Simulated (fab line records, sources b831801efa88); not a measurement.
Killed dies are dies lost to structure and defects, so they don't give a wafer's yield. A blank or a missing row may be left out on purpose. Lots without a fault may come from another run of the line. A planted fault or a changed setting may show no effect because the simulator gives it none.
Chamber matching | flow sfq_line | SFQ_TRILAYER_I1_CMP_CMP_046 on cmp-01: 4 sister chambers
The step polishes SiO2. 8 wafers are shown with their chamber, then 8 later ones without.

WAFERS WITH THEIR CHAMBER
wafer  | chamber | motor_current_A (A) | time_to_endpoint_s (s)
L791.5 | 3       | 10.5                | 224
L794.4 | 1       | 8.9                 | 216
L797.5 | 0       | 10.9                | 212
L797.6 | 1       | 8.9                 | 202
L801.1 | 3       | 10.0                | 197
L801.4 | 0       | 11.5                | 212
L801.6 | 2       | 10.7                | 206
L804.2 | 2       | 11.2                | 211

WAFERS WITHOUT THEIR CHAMBER
wafer  | motor_current_A (A) | time_to_endpoint_s (s)
L804.5 | 10.4                | 214
L804.6 | 10.8                | 220
L805.4 | 11.6                | 218
L805.3 | 10.6                | 204
L805.5 | 8.5                 | 219
L813.3 | 9.1                 | 215
L813.1 | 11.4                | 211
L813.5 | 11.2                | 225

WHICH CHAMBER EACH WENT THROUGH
wafer  | from the rows above          | in truth
L804.5 | can't be placed: 3 or 2 or 0 | 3
L804.6 | can't be placed: 2 or 0 or 3 | 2
L805.4 | can't be placed: 0 or 2      | 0
L805.3 | can't be placed: 2 or 3 or 0 | 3
L805.5 | 1                            | 1
L813.3 | 1                            | 1
L813.1 | can't be placed: 0 or 2      | 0
L813.5 | can't be placed: 0 or 2 or 3 | 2
Placed correctly: 2 of 8. Can't be placed from these rows: 6 (the true chamber is among the candidates in 6). Placed wrongly: 0.
How it was worked out, from the rows above alone: a wafer's distance from a chamber is the root of the sum, over the readings, of the square of ((its reading less the chamber's mean) divided by the reading's scatter). The wafer belongs to the nearest chamber; if the next one is less than 2 further off, it can't be placed. A chamber's mean is the mean of its shown wafers. The scatter: the root of (the sum of the squares of (reading less its chamber's mean) over the shown wafers, divided by (wafers less chambers)).
